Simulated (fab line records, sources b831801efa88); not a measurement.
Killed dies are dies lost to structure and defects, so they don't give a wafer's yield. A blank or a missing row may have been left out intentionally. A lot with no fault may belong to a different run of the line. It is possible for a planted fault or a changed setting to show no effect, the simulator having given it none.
Which tool was responsible? | flow sky130 | 21 wafers from 7 lots sampled at 3 of the route's 708 steps

== WHAT THE GAUGES READ, wafer by wafer ==
SKY_LDD_P_TW_MEAS_11.
lot  | measured     | on            | LDD_P_TW
L478 | day 20 00:03 | film metro-01 | 633 637 635
L480 | day 20 21:49 | film metro-01 | 634 635 635
L482 | day 21 12:46 | film metro-01 | 637 636 640
L484 | day 22 10:47 | film metro-01 | 641 637 639
L488 | day 23 21:49 | film metro-01 | 30 30 30
L492 | day 25 05:03 | film metro-04 | 646 651 650
L498 | day 27 13:08 | film metro-04 | 649 646 647

== TOOL THAT RAN EACH LOT (tool first, then ch and the chambers of the sampled wafers, then the start) ==
lot  | SKY_LDD_N_STRIP_16                   | SKY_LDD_P_STRIP_10
L478 | plasma asher-03 ch 0,1, day 18 17:19 | plasma asher-04 ch 0,1, day 19 23:57
L480 | plasma asher-01 ch 0,1, day 19 14:21 | plasma asher-04 ch 0,1, day 20 21:43
L482 | plasma asher-02 ch 0,1, day 20 05:18 | plasma asher-02 ch 0,1, day 21 12:40
L484 | plasma asher-03 ch 0,1, day 21 04:16 | plasma asher-04 ch 0,1, day 22 10:41
L488 | plasma asher-03 ch 0,1, day 22 10:22 | plasma asher-01 ch 0, day 23 21:42
L492 | plasma asher-02 ch 0,1, day 23 23:30 | plasma asher-01 ch 0,1, day 25 04:57
L498 | plasma asher-02 ch 0,1, day 26 08:25 | plasma asher-04 ch 0,1, day 27 13:01
- SKY_LDD_N_STRIP_16: strips in O2/N2.
- SKY_LDD_P_STRIP_10: strips in O2/N2.

== THE ANSWER, worked out from the rows above alone ==
Rule: the lots themselves supply what counts as usual. The widest of any qualifying gaps counts: lots, ordered by their means at a reading, are off when they make up no more than a third of the lots, leave a main group of 4 or more, and stand apart from it by 3 or more times the standard deviation of that group's means. The tables above print the reading to a certain number of digits; a main group whose means all agree to those digits is not used. A lot without any number at a reading at which 4 lots or more have one is off too. All remaining lots with rows at the step are treated as sound.
Off: L488, seen at SKY_LDD_P_TW_MEAS_11 (LDD_P_TW). For the main group the mean is 640 and the standard deviation 5.7.
A tool fits if, at a process step before that reading, it ran every lot that is off, and no sound lot after the first of them. Those tools and the gauges at SKY_LDD_P_TW_MEAS_11 are tried in the same way. Can't be told from this: 2 tools fit, plasma asher-03 at SKY_LDD_N_STRIP_16, film metro-01 at SKY_LDD_P_TW_MEAS_11.

== WHAT HAD BEEN PUT IN BY THE SIMULATOR ==
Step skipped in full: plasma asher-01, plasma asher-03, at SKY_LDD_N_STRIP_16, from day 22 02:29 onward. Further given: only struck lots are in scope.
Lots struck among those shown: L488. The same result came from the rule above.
